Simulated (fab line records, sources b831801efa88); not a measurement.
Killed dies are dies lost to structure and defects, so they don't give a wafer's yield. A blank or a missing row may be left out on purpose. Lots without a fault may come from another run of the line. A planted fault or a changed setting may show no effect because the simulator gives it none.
Which tool did it? | flow sky130 | 24 lots, 72 wafers sampled, at 6 steps of a route of 708

WHAT THE GAUGES READ, wafer by wafer
SKY_METAL1_THK_MEAS_06: measures by xrf.
lot  | measured     | on            | METAL1_ALCU_THK (nm)
L074 | day 31 06:56 | film_metro-03 | 249 247 246
L075 | day 31 16:56 | film_metro-03 | 248 247 248
L076 | day 33 02:32 | film_metro-03 | 247 244 247
L078 | day 33 03:25 | film_metro-04 | 247 246 247
L077 | day 33 04:37 | film_metro-04 | 247 246 246
L079 | day 33 05:54 | film_metro-03 | 243 247 247
L080 | day 33 13:20 | film_metro-03 | 248 247 245
L081 | day 34 09:16 | film_metro-03 | 243 245 246
L082 | day 34 10:40 | film_metro-02 | 248 252 252
L083 | day 34 14:08 | film_metro-02 | 242 242 245
L084 | day 34 18:23 | film_metro-03 | 249 247 250
L085 | day 35 05:24 | film_metro-04 | 244 245 247
L086 | day 35 07:26 | film_metro-03 | 241 244 242
L087 | day 35 21:52 | film_metro-04 | 249 249 251
L088 | day 36 06:05 | film_metro-04 | 250 249 251
L089 | day 36 13:31 | film_metro-03 | 248 247 247
L090 | day 36 21:15 | film_metro-03 | 239 239 241
L091 | day 37 05:40 | film_metro-02 | 251 247 249
L092 | day 37 07:20 | film_metro-02 | 250 250 253
L093 | day 38 01:31 | film_metro-02 | 251 249 248
L094 | day 38 03:06 | film_metro-02 | 240 246 245
L095 | day 38 09:43 | film_metro-03 | 241 241 241
L097 | day 39 21:11 | film_metro-02 | 247 246 246
L096 | day 39 23:15 | film_metro-02 | 248 246 247

SKY_METAL3_CD_MEAS_13: target cd 300 nm.
lot  | measured     | on        | cd_nm (nm)
L074 | day 38 04:41 | cd_sem-01 | 300.4 301.0 301.0
L075 | day 38 14:25 | cd_sem-02 | 299.5 298.7 298.6
L076 | day 39 19:03 | cd_sem-02 | 296.4 297.3 297.2
L078 | day 39 21:17 | cd_sem-01 | 300.2 299.6 299.6
L077 | day 39 22:24 | cd_sem-02 | 301.8 301.6 300.6
L079 | day 40 00:15 | cd_sem-02 | 299.4 298.9 300.0
L080 | day 40 06:55 | cd_sem-01 | 299.7 300.8 300.4
L081 | day 41 02:17 | cd_sem-01 | 298.9 300.4 298.9
L082 | day 41 02:38 | cd_sem-01 | 298.4 297.2 298.9
L083 | day 41 05:32 | cd_sem-02 | 302.0 302.0 300.0
L084 | day 41 10:31 | cd_sem-02 | 300.8 300.8 301.4
L085 | day 41 20:17 | cd_sem-02 | 297.5 298.2 297.1
L086 | day 41 22:07 | cd_sem-02 | 298.9 299.9 300.0
L087 | day 42 11:01 | cd_sem-01 | 299.3 297.8 299.7
L088 | day 42 17:25 | cd_sem-02 | 302.1 300.5 302.2
L089 | day 43 00:25 | cd_sem-01 | 298.0 298.1 299.1
L090 | day 43 07:22 | cd_sem-01 | 298.6 297.8 299.3
L091 | day 43 13:37 | cd_sem-02 | 298.4 300.0 299.1
L092 | day 43 14:32 | cd_sem-02 | 299.7 299.7 299.3
L093 | day 44 09:26 | cd_sem-01 | 300.2 299.7 300.9
L094 | day 44 10:29 | cd_sem-02 | 300.5 297.9 299.5
L095 | day 44 14:55 | cd_sem-02 | 297.0 297.2 297.9
L097 | day 45 20:10 | cd_sem-01 | 299.8 300.9 300.6
L096 | day 46 00:05 | cd_sem-02 | 300.3 299.6 301.2

SKY_VIA3_BOW_MEAS_03.
lot  | measured     | on            | VIA3_BOW (um)
L074 | day 38 06:19 | film_metro-02 | 69 80 71
L075 | day 38 16:02 | film_metro-04 | 82 80 85
L076 | day 39 21:14 | film_metro-02 | 85 89 77
L078 | day 39 23:02 | film_metro-04 | 84 92 83
L077 | day 40 00:13 | film_metro-02 | 73 63 78
L079 | day 40 02:05 | film_metro-02 | 81 74 86
L080 | day 40 08:35 | film_metro-04 | 79 86 79
L081 | day 41 03:55 | film_metro-02 | 60 76 77
L082 | day 41 04:16 | film_metro-04 | 77 86 85
L083 | day 41 07:08 | film_metro-02 | 81 85 83
L084 | day 41 12:08 | film_metro-01 | 79 85 87
L085 | day 41 21:54 | film_metro-02 | 94 87 85
L086 | day 41 23:47 | film_metro-04 | 76 67 68
L087 | day 42 13:11 | film_metro-01 | 69 84 72
L088 | day 42 19:04 | film_metro-02 | 68 85 78
L089 | day 43 02:14 | film_metro-04 | 90 88 75
L090 | day 43 09:01 | film_metro-02 | 94 82 84
L091 | day 43 15:14 | film_metro-02 | 80 81 82
L092 | day 43 16:16 | film_metro-04 | 82 77 90
L093 | day 44 11:26 | film_metro-02 | 87 86 83
L094 | day 44 12:19 | film_metro-04 | 82 91 79
L095 | day 44 16:36 | film_metro-04 | 80 75 71
L097 | day 45 21:53 | film_metro-02 | 60 77 77
L096 | day 46 01:42 | film_metro-02 | 75 79 71

SKY_METAL4_CD_MEAS_13: target cd 300 nm.
lot  | measured     | on        | cd_nm (nm)
L074 | day 41 09:50 | cd_sem-01 | 300.6 299.7 299.5
L075 | day 41 19:14 | cd_sem-02 | 300.3 300.6 300.3
L076 | day 42 22:03 | cd_sem-01 | 301.6 300.7 299.8
L078 | day 43 00:49 | cd_sem-01 | 298.4 299.8 300.9
L077 | day 43 01:50 | cd_sem-02 | 296.8 298.4 297.7
L079 | day 43 03:10 | cd_sem-02 | 302.7 303.2 302.4
L080 | day 43 10:26 | cd_sem-01 | 300.9 300.8 299.9
L081 | day 44 05:06 | cd_sem-01 | 300.8 299.9 299.8
L082 | day 44 06:06 | cd_sem-02 | 297.5 299.0 298.0
L083 | day 44 09:25 | cd_sem-02 | 300.4 300.2 300.6
L084 | day 44 12:01 | cd_sem-02 | 299.0 300.3 299.0
L085 | day 44 20:00 | cd_sem-01 | 299.3 299.7 300.3
L086 | day 44 20:38 | cd_sem-02 | 300.5 301.4 300.7
L087 | day 45 10:59 | cd_sem-01 | 300.9 301.2 300.2
L088 | day 45 15:50 | cd_sem-01 | 297.6 297.9 296.7
L089 | day 45 21:14 | cd_sem-02 | 301.5 300.7 301.5
L090 | day 46 05:56 | cd_sem-01 | 298.8 299.8 299.5
L091 | day 46 11:16 | cd_sem-02 | 300.5 299.6 299.7
L092 | day 46 11:35 | cd_sem-02 | 302.1 300.9 300.2
L093 | day 47 02:58 | cd_sem-01 | 302.0 304.1 302.8
L094 | day 47 05:38 | cd_sem-02 | 297.6 299.2 299.1
L095 | day 47 08:31 | cd_sem-02 | 299.4 300.6 300.1
L097 | day 48 09:50 | cd_sem-02 | 300.2 299.2 300.1
L096 | day 48 13:06 | cd_sem-02 | 299.4 299.1 298.3

WHICH TOOL RAN EACH LOT (tool, then ch and the chambers of the sampled wafers, then the start)
lot  | SKY_METAL1_SPUTTER_01        | SKY_VIA1_SPUTTER_20
L074 | pvd_sputter-01, day 31 06:40 | pvd_sputter-02, day 33 15:08
L075 | pvd_sputter-02, day 31 16:42 | pvd_sputter-03, day 34 00:17
L076 | pvd_sputter-02, day 33 02:17 | pvd_sputter-02, day 35 08:25
L078 | pvd_sputter-03, day 33 03:10 | pvd_sputter-04, day 35 09:53
L077 | pvd_sputter-03, day 33 04:23 | pvd_sputter-02, day 35 11:47
L079 | pvd_sputter-01, day 33 05:40 | pvd_sputter-02, day 35 12:44
L080 | pvd_sputter-03, day 33 13:04 | pvd_sputter-04, day 35 20:35
L081 | pvd_sputter-02, day 34 09:01 | pvd_sputter-04, day 36 16:44
L082 | pvd_sputter-03, day 34 10:25 | pvd_sputter-02, day 36 17:31
L083 | pvd_sputter-03, day 34 13:54 | pvd_sputter-03, day 36 20:38
L084 | pvd_sputter-03, day 34 18:07 | pvd_sputter-02, day 37 01:17
L085 | pvd_sputter-02, day 35 05:10 | pvd_sputter-02, day 37 12:14
L086 | pvd_sputter-03, day 35 07:11 | pvd_sputter-03, day 37 14:31
L087 | pvd_sputter-02, day 35 21:37 | pvd_sputter-03, day 38 04:33
L088 | pvd_sputter-03, day 36 05:50 | pvd_sputter-04, day 38 12:38
L089 | pvd_sputter-03, day 36 13:16 | pvd_sputter-02, day 38 19:37
L090 | pvd_sputter-02, day 36 21:00 | pvd_sputter-03, day 39 02:23
L091 | pvd_sputter-02, day 37 05:25 | pvd_sputter-04, day 39 11:00
L092 | pvd_sputter-01, day 37 07:05 | pvd_sputter-02, day 39 12:11
L093 | pvd_sputter-01, day 38 01:17 | pvd_sputter-04, day 40 05:05
L094 | pvd_sputter-02, day 38 02:50 | pvd_sputter-04, day 40 07:58
L095 | pvd_sputter-03, day 38 09:28 | pvd_sputter-03, day 40 13:59
L097 | pvd_sputter-03, day 39 20:57 | pvd_sputter-04, day 41 23:17
L096 | pvd_sputter-03, day 39 23:00 | pvd_sputter-04, day 42 01:43
- SKY_METAL1_SPUTTER_01: material TiN, target thk 20 nm, time 16.92 s.
- SKY_VIA1_SPUTTER_20: material TiN, target thk 20 nm, time 80 s.

WHAT THE TOOLS THEMSELVES READ (means of the sampled wafers that have a number; where no wafer has one, the mark that the record gives instead)
SKY_METAL1_SPUTTER_01.
lot  | tool           | throttle_valve_pct (%)
L074 | pvd_sputter-01 | 30.8
L075 | pvd_sputter-02 | 29.2
L076 | pvd_sputter-02 | 29.2
L078 | pvd_sputter-03 | 30.5
L077 | pvd_sputter-03 | 29.4
L079 | pvd_sputter-01 | 30.8
L080 | pvd_sputter-03 | 29.5
L081 | pvd_sputter-02 | 29.5
L082 | pvd_sputter-03 | 29.2
L083 | pvd_sputter-03 | 29.3
L084 | pvd_sputter-03 | 29.2
L085 | pvd_sputter-02 | 29.7
L086 | pvd_sputter-03 | 29.6
L087 | pvd_sputter-02 | 28.9
L088 | pvd_sputter-03 | 29.4
L089 | pvd_sputter-03 | 29.4
L090 | pvd_sputter-02 | 29.6
L091 | pvd_sputter-02 | 29.6
L092 | pvd_sputter-01 | 31.2
L093 | pvd_sputter-01 | 30.8
L094 | pvd_sputter-02 | 29.5
L095 | pvd_sputter-03 | 29.8
L097 | pvd_sputter-03 | 29.1
L096 | pvd_sputter-03 | 30.1

SKY_VIA1_SPUTTER_20.
lot  | tool           | throttle_valve_pct (%)
L074 | pvd_sputter-02 | 28.5
L075 | pvd_sputter-03 | 29.0
L076 | pvd_sputter-02 | 29.6
L078 | pvd_sputter-04 | 29.8
L077 | pvd_sputter-02 | 29.7
L079 | pvd_sputter-02 | 28.8
L080 | pvd_sputter-04 | 30.3
L081 | pvd_sputter-04 | 31.1
L082 | pvd_sputter-02 | 30.0
L083 | pvd_sputter-03 | 29.9
L084 | pvd_sputter-02 | 29.6
L085 | pvd_sputter-02 | 29.1
L086 | pvd_sputter-03 | 29.6
L087 | pvd_sputter-03 | 29.6
L088 | pvd_sputter-04 | 30.3
L089 | pvd_sputter-02 | 30.6
L090 | pvd_sputter-03 | 29.7
L091 | pvd_sputter-04 | 29.6
L092 | pvd_sputter-02 | 28.7
L093 | pvd_sputter-04 | 30.4
L094 | pvd_sputter-04 | 29.8
L095 | pvd_sputter-03 | 29.7
L097 | pvd_sputter-04 | 30.1
L096 | pvd_sputter-04 | 31.2

THE ANSWER, worked out from the rows above alone
Rule: what is usual is taken from the lots themselves. Put in order of their means at a reading, lots are off if they are a third of the lots or fewer, leave a main group of 4 or more, and stand apart from it by a gap of 3 or more times the standard deviation of the main group's means; of several such gaps the widest counts. A main group whose means are all the same, to the digits that the tables above print for the reading, isn't used. A lot without any number at a reading at which 4 lots or more have one is off too. The other lots that the step has rows for count as sound. The gauges are gone through in route order, then the tools' own readings, and for those a lot's mean is taken as printed above. The first step at which some lot is off is used, and at that step the reading that is off furthest; a lot without a number counts as furthest.
No lot is off at any reading shown: from this, nothing can be told.

WHAT THE SIMULATOR HAD PUT IN
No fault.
